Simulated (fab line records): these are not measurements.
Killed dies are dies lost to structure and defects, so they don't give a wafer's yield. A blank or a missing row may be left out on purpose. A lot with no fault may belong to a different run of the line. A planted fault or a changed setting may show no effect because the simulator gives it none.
fab line records | flow sky130
[record] lots = 6 wafers = 18 lastDay = 50
route steps=708 shown VIA4@650 METAL5@661 PAD_OPEN@708
lots that met no fault: taken from a fault-free run of the same line
startH: start of the lot's first displayed wafer, in hours after the record's first day | waitH: time in hours since the lot's previous step | " as in the row above | L1.1+2: one row covering several wafers at once | - no value present, or no start provided | * or withheld: withheld | < > ~ a bound
route shown NAME@n: names a module that has steps shown in the file, with the first one's number in the route | usual: the fault-free wafers' mean and standard deviation | same: alike in all rows | chamber/n: place in a boat | sites: each site's reading | _std_site: the standard deviation of these | _edge_site: inner sites' mean taken away from outer sites' mean | radiusMm: how far each site lies from the wafer's centre | mask NAME#n: copy n | behind: the last tool/chamber to shape the wafer | hold: what put the lot on hold/how long, in hours/how the hold closed | device: whichever transistor did not switch (one of n, p or np) | end of line: at the end of the route, the tests of the same wafers | a step without rows: its recipe alone | killed: not the wafer's yield, but the dies lost to structure and defects at the first sort | map: a wafer's dies, x killed, . not, _ none there
set.NAME: the run value of the setting; set.NAME@STEP: its run value at that earlier step | model.NAME: the simulator's own value behind a step, which no gauge read
certain route steps with their lots: each step a table, each wafer a row
services: from which hour (startH, from the record's first day; less than 0 if before it) a tool's chamber was out of use, for how many hours, and why
[[steps]]
[step SKY_VIA4_OVL_MEAS_11]
[usual] VIA4_OVL = 1.3/1.5
// columns lot.wafer tool chamber startH waitH VIA4_OVL[nm]
L268.2 overlay-01 - 1035.61 0.1 2.4
L268.4 " - " " 2.3
L268.6 " - " " 2.5
L267.2 overlay-01 - 1036.44 0.1 0.7
L267.3 " - " " 2.5
L267.6 " - " " 2.4
L271.1 overlay-02 - 1058.20 0.1 0.5
L271.4 " - " " 1.8
L271.5 " - " " 1.0
L272.1 overlay-02 - 1063.11 0.1 1.3
L272.2 " - " " 2.3
L272.4 " - " " 2.8
L279.2 overlay-01 - 1112.36 0.1 -0.2
L279.4 " - " " -0.8
L279.5 " - " " 0.9
L287.2 overlay-02 - 1145.81 0.1 2.4
L287.4 " - " " 2.5
L287.6 " - " " 1.7
[step SKY_VIA4_ETCH_12]
[recipe] target = SiO2 chemistry = C4F8/O2/Ar stopOn = TiN maskMaterial = NOVOLAK sourceW = 1500 biasW = 1200 pressureMtorr = 40 c4f8FlowSccm = withheld O2_flow_sccm = 6 Ar_flow_sccm = 300 timeS = withheld targetDepthA = 5800
[usual] oesProductAu = 0.927/0.0048
// columns lot.wafer tool chamber startH waitH oesProductAu
L268.2 rieDiel-01 2 1035.64 0.0 0.933
L268.4 " 1 " " 0.930
L268.6 " 1 " " 0.926
L267.2 rieDiel-04 0 1036.47 0.0 0.924
L267.3 " 2 " " 0.931
L267.6 " 3 " " 0.938
L271.1 rieDiel-01 0 1058.24 0.0 0.926
L271.4 " 3 " " 0.923
L271.5 " 1 " " 0.930
L272.1 rieDiel-02 3 1063.14 0.0 0.920
L272.2 " 1 " " 0.919
L272.4 " 3 " " 0.931
L279.2 rieDiel-02 2 1112.39 0.0 0.917
L279.4 " 0 " " 0.925
L279.5 " 1 " " 0.927
L287.2 rieDiel-01 0 1145.84 0.0 0.931
L287.4 " 3 " " 0.926
L287.6 " 0 " " 0.929
[step SKY_VIA4_STRIP_13]
[recipe] chemistry = O2/N2 powerW = 1400 pressureMtorr = 1500 platenTempC = withheld o2FlowSccm = 3000 n2FlowSccm = 300 overashFraction = 0.5
[usual] drypumpMotorCurrentA = 5.8/0.4 n2FlowSccm = 300.1/1 oesProductAu = 0.710/0.0047 stripTimeToEndpointS = 12.802/0.028
[same] overashFraction = 0.5
// columns lot.wafer tool chamber startH waitH drypumpMotorCurrentA n2FlowSccm oesProductAu rfHoursCounterH stripTimeToEndpointS
L268.2 plasmaAsher-04 1 1035.71 - 5.7 299.5 0.714 60 12.803
L268.4 " 1 " " 5.7 299.3 0.715 - 12.821
L268.6 " 0 " " 6.1 299.3 0.705 - 12.804
L267.2 plasmaAsher-04 1 1036.54 - 5.7 300.9 0.706 60 12.792
L267.3 " 0 " " 6.1 300.1 0.714 - 12.780
L267.6 " 1 " " 5.7 300.1 0.717 - 12.720
L271.1 plasmaAsher-01 1 1058.31 - 5.7 300.5 0.702 31 12.827
L271.4 " 0 " " 5.0 299.0 0.701 - 12.810
L271.5 " 0 " " 5.0 299.8 0.709 - 12.826
L272.1 plasmaAsher-01 1 1063.21 - 5.7 301.6 0.705 31 12.810
L272.2 " 0 " " 5.0 300.0 0.716 31 12.835
L272.4 " 0 " " 5.0 300.6 0.703 - 12.832
L279.2 plasmaAsher-01 0 1112.46 - 5.0 299.5 0.709 36 12.792
L279.4 " 0 " " 5.0 299.8 0.715 - 12.847
L279.5 " 1 " " 5.7 299.9 0.709 - 12.778
L287.2 plasmaAsher-04 1 1145.91 - 5.6 301.6 0.706 71 12.829
L287.4 " 1 " " 5.7 301.4 0.714 - 12.819
L287.6 " 0 " " 6.2 299.6 0.715 - 12.809
[step SKY_VIA4_STRIP_14]
[recipe] chemistry = postEtchResidueRemover timeS = 1200 tempC = 72.5
[step SKY_VIA4_CLEAN_15]
[recipe] chemistry = IPA timeS = 180 tempC = 25
[step SKY_VIA4_CLEAN_16]
[recipe] chemistry = O3/DIW dry = n2Spin
[step SKY_VIA4_SPUTTER_17]
[recipe] material = TiN targetThkNm = 20 chamberPressurePa = 5 powerW = 4000 timeS = 80
[step SKY_VIA4_CVD_18]
[recipe] material = W targetThkNm = 505 timeS = 152.14 tempC = 400 pressureTorr = 40
[usual] heaterPowerW = 831/61
// columns lot.wafer tool chamber startH waitH heaterPowerW
L268.2 cvdW-02 1 1036.39 0.0 788
L268.4 " 0 " " 900
L268.6 " 0 " " 903
L267.2 cvdW-01 1 1037.27 0.1 780
L267.3 " 1 " " 788
L267.6 " 1 " " 779
L271.1 cvdW-01 1 1058.96 0.0 798
L271.4 " 1 " " 796
L271.5 " 1 " " 779
L272.1 cvdW-02 1 1063.87 0.0 808
L272.2 " 0 " " 902
L272.4 " 1 " " 778
L279.2 cvdW-02 1 1113.12 0.0 797
L279.4 " 0 " " 903
L279.5 " 1 " " 784
L287.2 cvdW-02 0 1146.60 0.0 925
L287.4 " 0 " " 910
L287.6 " 0 " " 940
[step SKY_VIA4_RS_MEAS_19]
[recipe] thkMeasGauge = four-point-probe reads = W_of_VIA4_CVD_18+TiN_of_VIA4_SPUTTER_17
[usual] VIA4_W_RS = 0.2258/0.0022
// columns lot.wafer tool chamber startH waitH VIA4_W_RS[ohm/sq]
L268.2 filmMetro-02 - 1036.56 0.1 0.2245
L268.4 " - " " 0.2306
L268.6 " - " " 0.2261
L267.2 filmMetro-02 - 1037.55 0.2 0.2268
L267.3 " - " " 0.2275
L267.6 " - " " 0.2276
L271.1 filmMetro-01 - 1059.11 0.1 0.2250
L271.4 " - " " 0.2264
L271.5 " - " " 0.2275
L272.1 filmMetro-03 - 1064.02 0.1 0.2238
L272.2 " - " " 0.2275
L272.4 " - " " 0.2247
L279.2 filmMetro-01 - 1113.29 0.1 0.2226
L279.4 " - " " 0.2215
L279.5 " - " " 0.2227
L287.2 filmMetro-02 - 1146.77 0.1 0.2257
L287.4 " - " " 0.2258
L287.6 " - " " 0.2269
[step SKY_VIA4_THK_MEAS_20]
[recipe] thkMeasGauge = xrf reads = W_of_VIA4_CVD_18
[usual] VIA4_W_THK = 520/6.7
// columns lot.wafer tool chamber startH waitH VIA4_W_THK[nm]
L268.2 filmMetro-02 - 1036.67 0.1 526
L268.4 " - " " 513
L268.6 " - " " 518
L267.2 filmMetro-02 - 1037.66 0.1 521
L267.3 " - " " 520
L267.6 " - " " 516
L271.1 filmMetro-01 - 1059.23 0.1 520
L271.4 " - " " 518
L271.5 " - " " 517
L272.1 filmMetro-03 - 1064.14 0.1 527
L272.2 " - " " 516
L272.4 " - " " 520
L279.2 filmMetro-01 - 1113.40 0.1 525
L279.4 " - " " 526
L279.5 " - " " 525
L287.2 filmMetro-02 - 1146.88 0.1 525
L287.4 " - " " 525
L287.6 " - " " 521
[step SKY_VIA4_CMP_21]
[recipe] stopOn = SiO2 tOverpolishS = 25 downForcePsi = 3.5 platenRpm = 60 targetThkNm = 0 padVelocityMS = 0.94248
[usual] motorCurrentA = 11.5/1.1 overpolishRunS = 25.001/0.0092 timeToEndpointS = 125/4.7
// columns lot.wafer tool chamber startH waitH motorCurrentA overpolishRunS timeToEndpointS
L268.2 cmp-01 3 1036.72 0.0 10.2 24.992 121
L268.4 " 1 " " 13.5 25.003 117
L268.6 " 3 " " 10.1 24.991 119
L267.2 cmp-02 0 1037.81 0.1 11.7 25.011 132
L267.3 " 1 " " 12.0 25.009 124
L267.6 " 2 " " 11.0 24.992 123
L271.1 cmp-02 3 1059.29 0.1 10.1 25.000 127
L271.4 " 0 " " 12.2 24.985 127
L271.5 " 3 " " 10.8 24.997 128
L272.2 cmp-02 3 1064.20 0.0 9.6 24.997 126
L272.1 " 0 " " 11.9 25.004 133
L272.4 " 2 " " 10.5 25.006 124
L279.2 cmp-02 0 1113.45 0.0 12.2 24.995 136
L279.4 " 3 " " 9.5 24.989 131
L279.5 " 0 " " 11.9 25.000 136
L287.2 cmp-02 3 1146.98 0.1 10.2 25.006 122
L287.4 " 0 " " 12.1 25.012 131
L287.6 " 3 " " 10.1 25.004 127
[step SKY_METAL5_SPUTTER_00]
[recipe] material = Ti targetThkNm = 15 powerW = 3000 timeS = 10 chamberPressurePa = 0.4
[usual] throttleValvePct = 30.2/1.1
// columns lot.wafer tool chamber startH waitH throttleValvePct
L268.2 pvdSputter-01 - 1037.02 0.2 29.0
L268.4 " - " " 28.9
L268.6 " - " " 28.8
L267.2 pvdSputter-01 - 1038.01 0.1 30.2
L267.3 " - " " 28.6
L267.6 " - " " 31.7
L271.1 pvdSputter-01 - 1059.59 0.2 29.0
L271.4 " - " " 30.6
L271.5 " - " " 31.7
L272.1 pvdSputter-01 - 1064.50 0.2 30.6
L272.2 " - " " 31.8
L272.4 " - " " 30.5
L279.2 pvdSputter-02 - 1113.75 0.2 31.2
L279.4 " - " " 29.8
L279.5 " - " " 31.2
L287.2 pvdSputter-01 - 1147.23 0.2 28.9
L287.4 " - " " 30.4
L287.6 " - " " 31.7
[step SKY_METAL5_SPUTTER_01]
[recipe] material = TiN targetThkNm = 20 powerW = 6500 timeS = 16.7 chamberPressurePa = 0.4
[usual] throttleValvePct = 30.1/1.1
// columns lot.wafer tool chamber startH waitH throttleValvePct model.TiN_of_METAL5_SPUTTER_01.thkNm
L268.2 pvdSputter-01 - 1037.05 0.0 28.8 20.37
L268.4 " - " " 28.9 20.15
L268.6 " - " " 28.8 20.34
L267.2 pvdSputter-01 - 1038.03 0.0 30.3 19.68
L267.3 " - " " 28.7 19.84
L267.6 " - " " 31.7 20.07
L271.1 pvdSputter-01 - 1059.61 0.0 28.8 20.34
L271.4 " - " " 30.2 20
L271.5 " - " " 31.8 16.04
L272.1 pvdSputter-01 - 1064.52 0.0 30.0 19.6
L272.2 " - " " 31.8 15.78
L272.4 " - " " 30.3 19.55
L279.2 pvdSputter-02 - 1113.77 0.0 31.4 20.02
L279.4 " - " " 29.9 19.93
L279.5 " - " " 31.2 20.02
L287.2 pvdSputter-01 - 1147.25 0.0 28.7 20.41
L287.4 " - " " 30.4 20.04
L287.6 " - " " 31.7 20.3
[step SKY_METAL5_SPUTTER_02]
[recipe] material = AlCu targetThkNm = 1150 powerW = 10600 timeS = 61.2 chamberPressurePa = 0.4
[step SKY_PAD_OPEN_PROBE_99]
[usual] defectLimitedYield = 82.5/2.2 killed_at_M0_to_M3 = 43/7.5 killed_at_M4_up = 3.2/1.9 killedAtContacts = 24/5.6 killedAtFrontEnd = 15/4.8 killedAtOther = 0.2/0.54 killedDies = 86/11 killedOpen = 47/7.6 killedShort = 39/7.1 sort_bin_3_pad_short = 0.8/0.36 sort_bin_5_function = 10.4/1.6 sort_bin_6_memory = 6.3/1.3 sortNPass = 406/11 sortYieldPct = 82.5/2.2
[same] grossDies = 492 killedAtBackSide = 0 sort_bin_4_leakage[%] = 0 sort_bin_8_speed[%] = 0
// columns lot.wafer tool chamber startH waitH defectLimitedYield[%] killed_at_M0_to_M3 killed_at_M4_up killedAtContacts killedAtFrontEnd killedAtOther killedDies killedOpen killedShort sort_bin_3_pad_short[%] sort_bin_5_function[%] sort_bin_6_memory[%] sortNPass sortYieldPct[%]
L268.2 prober-02 - 1106.84 0.1 85.4 34 8 16 14 0 72 42 30 0.6 10.0 4.1 420 85.4
L268.4 prober-02 - 1106.94 0.2 83.7 41 1 27 11 0 80 42 38 0.6 8.7 6.9 412 83.7
L268.6 prober-02 - 1107.04 0.2 78.7 51 4 32 18 0 105 60 45 1.2 10.8 9.3 387 78.7
L271.1 prober-02 - 1127.80 0.1 82.3 38 2 24 23 0 87 51 36 0.4 9.1 8.1 405 82.3
L271.4 prober-02 - 1127.95 0.2 80.3 47 2 34 14 0 97 56 41 0.2 10.8 8.7 395 80.3
L271.5 prober-02 - 1128.00 0.2 78.3 53 4 36 14 0 107 61 46 1.2 13.6 6.9 385 78.3
L279.2 prober-01 - 1174.47 0.1 83.7 39 2 31 8 0 80 49 31 1.0 9.1 6.1 412 83.7
L279.4 prober-01 - 1174.57 0.2 79.7 43 3 34 20 0 100 54 46 0.6 12.6 7.1 392 79.7
L279.5 prober-01 - 1174.62 0.2 80.7 57 2 25 10 1 95 55 40 1.2 9.8 8.3 397 80.7
L287.2 prober-02 - 1203.82 0.1 81.5 48 3 17 22 1 91 49 42 1.0 12.2 5.3 401 81.5
L287.4 prober-02 - 1203.92 0.2 80.9 48 6 25 15 0 94 51 43 0.8 11.0 7.3 398 80.9
L287.6 prober-02 - 1204.02 0.2 80.7 41 1 33 20 0 95 52 43 1.4 11.0 6.9 397 80.7
// killed by level:class
L268.2 VIA1:geometricParticle:open=12 CONTACT:geometricParticle:open=8 POLY_GATE:geometricParticle:open=5 METAL4:geometricParticle:short=5 VIA1:geometricParticle:short=4 METAL2:geometricParticle:short=4 POLY_GATE:geometricParticle:short=3 METAL3:geometricParticle:short=3
L268.4 CONTACT:geometricParticle:open=9 VIA1:geometricParticle:open=8 METAL1:geometricParticle:short=6 LI_CONTACT:geometricParticle:open=5 CONTACT:geometricParticle:short=5 VIA3:geometricParticle:short=5 VIA2:geometricParticle:open=5 FIELD_ISO:geometricParticle:short=4
L268.6 CONTACT:geometricParticle:open=11 VIA1:geometricParticle:open=11 LOCAL_INTERCONNECT:geometricParticle:short=10 VIA3:geometricParticle:open=9 VIA2:geometricParticle:open=8 LI_CONTACT:geometricParticle:open=7 FIELD_ISO:geometricParticle:short=5 METAL2:geometricParticle:short=5
L271.1 CONTACT:geometricParticle:open=12 VIA2:geometricParticle:open=9 FIELD_ISO:geometricParticle:short=8 LI_CONTACT:geometricParticle:open=7 METAL2:geometricParticle:short=7 POLY_GATE:geometricParticle:open=5 METAL1:geometricParticle:short=5 VIA1:geometricParticle:open=5
L271.4 VIA1:geometricParticle:open=14 LI_CONTACT:geometricParticle:open=12 CONTACT:geometricParticle:open=11 VIA1:geometricParticle:short=7 METAL1:geometricParticle:short=5 VIA2:geometricParticle:open=5 FIELD_ISO:geometricParticle:open=4 CONTACT:geometricParticle:short=4
L271.5 CONTACT:geometricParticle:open=17 METAL1:geometricParticle:short=8 VIA2:geometricParticle:open=8 VIA3:geometricParticle:open=7 LI_CONTACT:geometricParticle:open=6 VIA1:geometricParticle:open=6 METAL2:geometricParticle:short=6 FIELD_ISO:geometricParticle:open=5
L279.2 CONTACT:geometricParticle:open=13 VIA1:geometricParticle:open=13 CONTACT:geometricParticle:short=9 LI_CONTACT:geometricParticle:open=6 VIA3:geometricParticle:open=5 VIA2:geometricParticle:open=4 VIA1:geometricParticle:short=4 METAL2:geometricParticle:short=3
L279.4 CONTACT:geometricParticle:open=20 VIA1:geometricParticle:short=10 VIA1:geometricParticle:open=8 METAL2:geometricParticle:short=8 VIA2:geometricParticle:open=7 FIELD_ISO:geometricParticle:open=5 LI_CONTACT:geometricParticle:open=5 FIELD_ISO:geometricParticle:short=4
L279.5 VIA1:geometricParticle:open=12 VIA1:geometricParticle:short=10 VIA3:geometricParticle:open=9 VIA2:geometricParticle:open=8 CONTACT:geometricParticle:open=8 METAL2:geometricParticle:short=7 LI_CONTACT:geometricParticle:open=5 CONTACT:geometricParticle:short=5
L287.2 VIA1:geometricParticle:short=9 VIA3:geometricParticle:open=9 VIA1:geometricParticle:open=8 FIELD_ISO:geometricParticle:open=6 LI_CONTACT:geometricParticle:open=5 LOCAL_INTERCONNECT:geometricParticle:short=5 VIA2:geometricParticle:open=5 FIELD_ISO:geometricParticle:short=4
L287.4 VIA1:geometricParticle:open=14 CONTACT:geometricParticle:open=12 VIA3:geometricParticle:open=7 LI_CONTACT:geometricParticle:open=6 METAL4:geometricParticle:short=6 FIELD_ISO:geometricParticle:short=5 VIA2:geometricParticle:open=5 POLY_GATE:geometricParticle:short=4
L287.6 VIA1:geometricParticle:open=12 CONTACT:geometricParticle:open=12 VIA2:geometricParticle:open=9 LI_CONTACT:geometricParticle:open=7 POLY_GATE:geometricParticle:short=7 POLY_GATE:geometricParticle:open=6 LI_CONTACT:geometricParticle:short=6 CONTACT:geometricParticle:short=5
[[services]]
// columns tool chamber startH hours kind
pvdSputter-01 - 1018.39 15.8 repair
cvdW-01 0 1025.39 22.1 repair
cvdW-02 1 1027.31 1.9 repair
rieDiel-04 1 1033.12 8.0 repair
pvdSputter-01 3 1053.85 - consumableReplace:kit
pvdSputter-01 3 1053.85 18.0 scheduledDown
pvdSputter-01 3 1053.85 18.0 ventCycle
rieDiel-04 0 1061.28 13.1 repair
cvdW-01 1 1063.30 2.1 repair
cmp-02 - 1063.77 0.3 repair
cmp-01 - 1066.94 6.1 repair
cmp-01 - 1084.28 4.0 pm
cmp-02 - 1087.09 0.4 repair
rieDiel-01 3 1093.81 3.5 repair
rieDiel-01 1 1096.11 12.4 repair
cmp-02 - 1096.98 1.0 repair
cmp-02 - 1105.87 4.3 repair
pvdSputter-01 - 1110.11 2.6 repair
pvdSputter-01 2 1128.18 - consumableReplace:kit
pvdSputter-01 2 1128.18 18.0 scheduledDown
cmp-02 - 1130.17 6.0 repair
cvdW-02 - 1130.60 0.8 repair
rieDiel-01 3 1132.41 3.4 repair
cvdW-01 - 1142.80 2.8 pm
[[key]]
firstSign none at tools or gauges
[modelEffect] step = SKY_METAL5_SPUTTER_01 value = TiN_of_METAL5_SPUTTER_01.thkNm without = 20.13 struck = 15.91
metAt SKY_METAL5_SPUTTER_01
struckWafers L271.5,L272.2
onsetBetween 1038.03 1059.61
[fault] kind = processParameterDrift tool = pvdSputter-01 chamber = - onsetH = 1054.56 steps = SKY_METAL5_SPUTTER_01 channel = targetThkNm offset = -4.2244 shape = step endH = 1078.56 actsIn = theseRecipesOnly stated = 20 scope = struckWafersOnly
